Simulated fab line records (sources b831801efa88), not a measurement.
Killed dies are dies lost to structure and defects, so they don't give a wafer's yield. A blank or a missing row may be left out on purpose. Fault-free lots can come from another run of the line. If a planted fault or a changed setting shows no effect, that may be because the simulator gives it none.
Which tool is to blame? || flow sky130 || 24 lots with 72 wafers sampled at 3 steps, on a route of 708 steps

== WHAT EACH GAUGE READ, for each wafer ==
SKY_METAL2_CD_MEAS_15 targets a cd of 140 nm. Usual: cdNm at 139.7 nm, with a standard deviation of 1.7.
{"lot": "L074", "measured": "day 35 19:16", "on": "cdSem-02", "cdNm (nm)": "139.6 140.7 138.9", "flag": ""}
{"lot": "L075", "measured": "day 36 01:54", "on": "cdSem-01", "cdNm (nm)": "138.6 138.1 138.9", "flag": ""}
{"lot": "L076", "measured": "day 36 09:20", "on": "cdSem-01", "cdNm (nm)": "138.9 138.8 140.6", "flag": ""}
{"lot": "L077", "measured": "day 36 14:06", "on": "cdSem-02", "cdNm (nm)": "137.4 137.8 138.9", "flag": ""}
{"lot": "L078", "measured": "day 37 02:01", "on": "cdSem-01", "cdNm (nm)": "140.6 140.7 140.9", "flag": ""}
{"lot": "L079", "measured": "day 37 07:49", "on": "cdSem-02", "cdNm (nm)": "140.9 142.0 140.6", "flag": ""}
{"lot": "L080", "measured": "day 37 16:53", "on": "cdSem-01", "cdNm (nm)": "143.3 142.5 143.6", "flag": ""}
{"lot": "L081", "measured": "day 38 08:17", "on": "cdSem-02", "cdNm (nm)": "140.7 143.1 142.6", "flag": ""}
{"lot": "L082", "measured": "day 39 04:40", "on": "cdSem-01", "cdNm (nm)": "141.0 140.3 140.1", "flag": ""}
{"lot": "L083", "measured": "day 39 06:01", "on": "cdSem-02", "cdNm (nm)": "140.0 140.8 140.9", "flag": ""}
{"lot": "L084", "measured": "day 39 09:24", "on": "cdSem-02", "cdNm (nm)": "141.8 141.8 140.7", "flag": ""}
{"lot": "L085", "measured": "day 39 16:06", "on": "cdSem-02", "cdNm (nm)": "140.6 139.8 140.6", "flag": ""}
{"lot": "L086", "measured": "day 39 16:30", "on": "cdSem-01", "cdNm (nm)": "138.1 138.4 139.7", "flag": ""}
{"lot": "L087", "measured": "day 39 18:20", "on": "cdSem-02", "cdNm (nm)": "138.5 136.9 138.7", "flag": ""}
{"lot": "L088", "measured": "day 40 06:49", "on": "cdSem-02", "cdNm (nm)": "138.3 138.4 139.0", "flag": ""}
{"lot": "L089", "measured": "day 40 11:25", "on": "cdSem-02", "cdNm (nm)": "139.5 140.5 140.7", "flag": ""}
{"lot": "L090", "measured": "day 40 16:31", "on": "cdSem-01", "cdNm (nm)": "138.2 138.0 139.2", "flag": ""}
{"lot": "L091", "measured": "day 40 22:44", "on": "cdSem-02", "cdNm (nm)": "140.6 138.8 139.9", "flag": ""}
{"lot": "L093", "measured": "day 41 05:15", "on": "cdSem-01", "cdNm (nm)": "141.2 140.8 139.7", "flag": ""}
{"lot": "L092", "measured": "day 41 12:53", "on": "cdSem-01", "cdNm (nm)": "139.9 141.5 139.7", "flag": ""}
{"lot": "L094", "measured": "day 41 19:25", "on": "cdSem-01", "cdNm (nm)": "140.8 140.9 141.2", "flag": ""}
{"lot": "L095", "measured": "day 42 01:18", "on": "cdSem-02", "cdNm (nm)": "142.0 140.6 140.7", "flag": ""}
{"lot": "L096", "measured": "day 42 05:38", "on": "cdSem-02", "cdNm (nm)": "137.8 137.4 137.4", "flag": ""}
{"lot": "L097", "measured": "day 42 11:06", "on": "cdSem-02", "cdNm (nm)": "135.8 135.9 136.0", "flag": ""}

== TOOL THAT RAN EACH LOT (tool first, then ch and the chambers of the sampled wafers, then the start) ==
{"lot": "L074", "SKY_VIA1_CVD_21": "cvdW-02 ch 0,1, day 34 16:20", "SKY_METAL2_SPUTTER_04": "pvdSputter-03, day 34 17:01"}
{"lot": "L075", "SKY_VIA1_CVD_21": "cvdW-01 ch 0,1, day 34 22:39", "SKY_METAL2_SPUTTER_04": "pvdSputter-03, day 34 23:19"}
{"lot": "L076", "SKY_VIA1_CVD_21": "cvdW-01 ch 0,1, day 35 05:56", "SKY_METAL2_SPUTTER_04": "pvdSputter-03, day 35 06:36"}
{"lot": "L077", "SKY_VIA1_CVD_21": "cvdW-02 ch 0,1, day 35 10:46", "SKY_METAL2_SPUTTER_04": "pvdSputter-04, day 35 11:26"}
{"lot": "L078", "SKY_VIA1_CVD_21": "cvdW-02 ch 0,1, day 35 23:17", "SKY_METAL2_SPUTTER_04": "pvdSputter-04, day 35 23:56"}
{"lot": "L079", "SKY_VIA1_CVD_21": "cvdW-02 ch 0,1, day 36 04:59", "SKY_METAL2_SPUTTER_04": "pvdSputter-04, day 36 05:38"}
{"lot": "L080", "SKY_VIA1_CVD_21": "cvdW-01 ch 0,1, day 36 13:46", "SKY_METAL2_SPUTTER_04": "pvdSputter-04, day 36 14:23"}
{"lot": "L081", "SKY_VIA1_CVD_21": "cvdW-01 ch 0, day 37 05:20", "SKY_METAL2_SPUTTER_04": "pvdSputter-02, day 37 06:00"}
{"lot": "L082", "SKY_VIA1_CVD_21": "cvdW-01 ch 0,1, day 38 01:35", "SKY_METAL2_SPUTTER_04": "pvdSputter-02, day 38 02:15"}
{"lot": "L083", "SKY_VIA1_CVD_21": "cvdW-01 ch 0,1, day 38 03:14", "SKY_METAL2_SPUTTER_04": "pvdSputter-03, day 38 03:55"}
{"lot": "L084", "SKY_VIA1_CVD_21": "cvdW-01 ch 0, day 38 07:36", "SKY_METAL2_SPUTTER_04": "pvdSputter-04, day 38 08:22"}
{"lot": "L085", "SKY_VIA1_CVD_21": "cvdW-02 ch 0,1, day 38 14:04", "SKY_METAL2_SPUTTER_04": "pvdSputter-04, day 38 14:43"}
{"lot": "L086", "SKY_VIA1_CVD_21": "cvdW-01 ch 0,1, day 38 14:07", "SKY_METAL2_SPUTTER_04": "pvdSputter-03, day 38 15:01"}
{"lot": "L087", "SKY_VIA1_CVD_21": "cvdW-02 ch 0,1, day 38 16:47", "SKY_METAL2_SPUTTER_04": "pvdSputter-04, day 38 17:25"}
{"lot": "L088", "SKY_VIA1_CVD_21": "cvdW-02 ch 0,1, day 39 04:27", "SKY_METAL2_SPUTTER_04": "pvdSputter-04, day 39 05:05"}
{"lot": "L089", "SKY_VIA1_CVD_21": "cvdW-02 ch 0,1, day 39 09:07", "SKY_METAL2_SPUTTER_04": "pvdSputter-04, day 39 09:47"}
{"lot": "L090", "SKY_VIA1_CVD_21": "cvdW-01 ch 1, day 39 14:44", "SKY_METAL2_SPUTTER_04": "pvdSputter-02, day 39 15:23"}
{"lot": "L091", "SKY_VIA1_CVD_21": "cvdW-02 ch 0,1, day 39 21:16", "SKY_METAL2_SPUTTER_04": "pvdSputter-03, day 39 21:56"}
{"lot": "L093", "SKY_VIA1_CVD_21": "cvdW-01 ch 0,1, day 40 04:29", "SKY_METAL2_SPUTTER_04": "pvdSputter-04, day 40 05:08"}
{"lot": "L092", "SKY_VIA1_CVD_21": "cvdW-01 ch 0,1, day 40 11:49", "SKY_METAL2_SPUTTER_04": "pvdSputter-03, day 40 12:26"}
{"lot": "L094", "SKY_VIA1_CVD_21": "cvdW-01 ch 0,1, day 40 19:01", "SKY_METAL2_SPUTTER_04": "pvdSputter-03, day 40 19:40"}
{"lot": "L095", "SKY_VIA1_CVD_21": "cvdW-01 ch 0,1, day 41 00:55", "SKY_METAL2_SPUTTER_04": "pvdSputter-03, day 41 01:34"}
{"lot": "L096", "SKY_VIA1_CVD_21": "cvdW-02 ch 0,1, day 41 04:23", "SKY_METAL2_SPUTTER_04": "pvdSputter-04, day 41 05:02"}
{"lot": "L097", "SKY_VIA1_CVD_21": "cvdW-02 ch 0,1, day 41 10:37", "SKY_METAL2_SPUTTER_04": "pvdSputter-02, day 41 11:17"}
- SKY_VIA1_CVD_21: deposits W, target thk 270 nm, time 80.902 s.
- SKY_METAL2_SPUTTER_04: material TiN, target thk 70 nm, time 58.3 s.

== WHAT THE TOOLS THEMSELVES READ (means of the sampled wafers that have a number; where no wafer has one, the mark that the record gives instead) ==
SKY_VIA1_CVD_21. Usual: heaterPowerW at 811 W, with a standard deviation of 70.
{"lot": "L074", "tool": "cvdW-02", "heaterPowerW (W)": 824, "flag": ""}
{"lot": "L075", "tool": "cvdW-01", "heaterPowerW (W)": 780, "flag": ""}
{"lot": "L076", "tool": "cvdW-01", "heaterPowerW (W)": 836, "flag": ""}
{"lot": "L077", "tool": "cvdW-02", "heaterPowerW (W)": 852, "flag": ""}
{"lot": "L078", "tool": "cvdW-02", "heaterPowerW (W)": 801, "flag": ""}
{"lot": "L079", "tool": "cvdW-02", "heaterPowerW (W)": 836, "flag": ""}
{"lot": "L080", "tool": "cvdW-01", "heaterPowerW (W)": 820, "flag": ""}
{"lot": "L081", "tool": "cvdW-01", "heaterPowerW (W)": 857, "flag": ""}
{"lot": "L082", "tool": "cvdW-01", "heaterPowerW (W)": 830, "flag": ""}
{"lot": "L083", "tool": "cvdW-01", "heaterPowerW (W)": 770, "flag": ""}
{"lot": "L084", "tool": "cvdW-01", "heaterPowerW (W)": 870, "flag": ""}
{"lot": "L085", "tool": "cvdW-02", "heaterPowerW (W)": 816, "flag": ""}
{"lot": "L086", "tool": "cvdW-01", "heaterPowerW (W)": 828, "flag": ""}
{"lot": "L087", "tool": "cvdW-02", "heaterPowerW (W)": 827, "flag": ""}
{"lot": "L088", "tool": "cvdW-02", "heaterPowerW (W)": 822, "flag": ""}
{"lot": "L089", "tool": "cvdW-02", "heaterPowerW (W)": 847, "flag": ""}
{"lot": "L090", "tool": "cvdW-01", "heaterPowerW (W)": 680, "flag": ""}
{"lot": "L091", "tool": "cvdW-02", "heaterPowerW (W)": 845, "flag": ""}
{"lot": "L093", "tool": "cvdW-01", "heaterPowerW (W)": 746, "flag": ""}
{"lot": "L092", "tool": "cvdW-01", "heaterPowerW (W)": 807, "flag": ""}
{"lot": "L094", "tool": "cvdW-01", "heaterPowerW (W)": 802, "flag": ""}
{"lot": "L095", "tool": "cvdW-01", "heaterPowerW (W)": 737, "flag": ""}
{"lot": "L096", "tool": "cvdW-02", "heaterPowerW (W)": 838, "flag": ""}
{"lot": "L097", "tool": "cvdW-02", "heaterPowerW (W)": 838, "flag": ""}

SKY_METAL2_SPUTTER_04. Usual: throttleValvePct at 30.1 %, with a standard deviation of 0.78.
{"lot": "L074", "tool": "pvdSputter-03", "throttleValvePct (%)": 30.1, "flag": ""}
{"lot": "L075", "tool": "pvdSputter-03", "throttleValvePct (%)": 30.2, "flag": ""}
{"lot": "L076", "tool": "pvdSputter-03", "throttleValvePct (%)": 30.0, "flag": ""}
{"lot": "L077", "tool": "pvdSputter-04", "throttleValvePct (%)": 30.0, "flag": ""}
{"lot": "L078", "tool": "pvdSputter-04", "throttleValvePct (%)": 30.2, "flag": ""}
{"lot": "L079", "tool": "pvdSputter-04", "throttleValvePct (%)": 30.1, "flag": ""}
{"lot": "L080", "tool": "pvdSputter-04", "throttleValvePct (%)": 29.9, "flag": ""}
{"lot": "L081", "tool": "pvdSputter-02", "throttleValvePct (%)": 29.7, "flag": ""}
{"lot": "L082", "tool": "pvdSputter-02", "throttleValvePct (%)": 30.3, "flag": ""}
{"lot": "L083", "tool": "pvdSputter-03", "throttleValvePct (%)": 29.5, "flag": ""}
{"lot": "L084", "tool": "pvdSputter-04", "throttleValvePct (%)": 30.0, "flag": ""}
{"lot": "L085", "tool": "pvdSputter-04", "throttleValvePct (%)": 30.5, "flag": ""}
{"lot": "L086", "tool": "pvdSputter-03", "throttleValvePct (%)": 29.3, "flag": ""}
{"lot": "L087", "tool": "pvdSputter-04", "throttleValvePct (%)": 30.0, "flag": ""}
{"lot": "L088", "tool": "pvdSputter-04", "throttleValvePct (%)": 30.4, "flag": ""}
{"lot": "L089", "tool": "pvdSputter-04", "throttleValvePct (%)": 30.7, "flag": ""}
{"lot": "L090", "tool": "pvdSputter-02", "throttleValvePct (%)": 30.1, "flag": ""}
{"lot": "L091", "tool": "pvdSputter-03", "throttleValvePct (%)": 30.2, "flag": ""}
{"lot": "L093", "tool": "pvdSputter-04", "throttleValvePct (%)": 30.0, "flag": ""}
{"lot": "L092", "tool": "pvdSputter-03", "throttleValvePct (%)": 29.9, "flag": ""}
{"lot": "L094", "tool": "pvdSputter-03", "throttleValvePct (%)": 29.9, "flag": ""}
{"lot": "L095", "tool": "pvdSputter-03", "throttleValvePct (%)": 30.0, "flag": ""}
{"lot": "L096", "tool": "pvdSputter-04", "throttleValvePct (%)": 29.6, "flag": ""}
{"lot": "L097", "tool": "pvdSputter-02", "throttleValvePct (%)": 30.4, "flag": ""}

== THE ANSWER, worked out from the rows above alone ==
Rule: a lot is off if the mean of its wafers that have a number lies more than 3 standard deviations from the usual mean. Also off: a lot with no number at a reading for which 4 or more lots have one. All remaining lots with rows at the step are treated as sound. After the gauges, taken in route order, come the tools' own readings; for these a lot's mean is taken, as printed above. At the first step where some lot is off, the reading lying furthest off is the one used; lots without a number count as furthest.
None of the lots is off at any reading shown; this tells nothing.

== WHAT WAS PUT IN BY THE SIMULATOR ==
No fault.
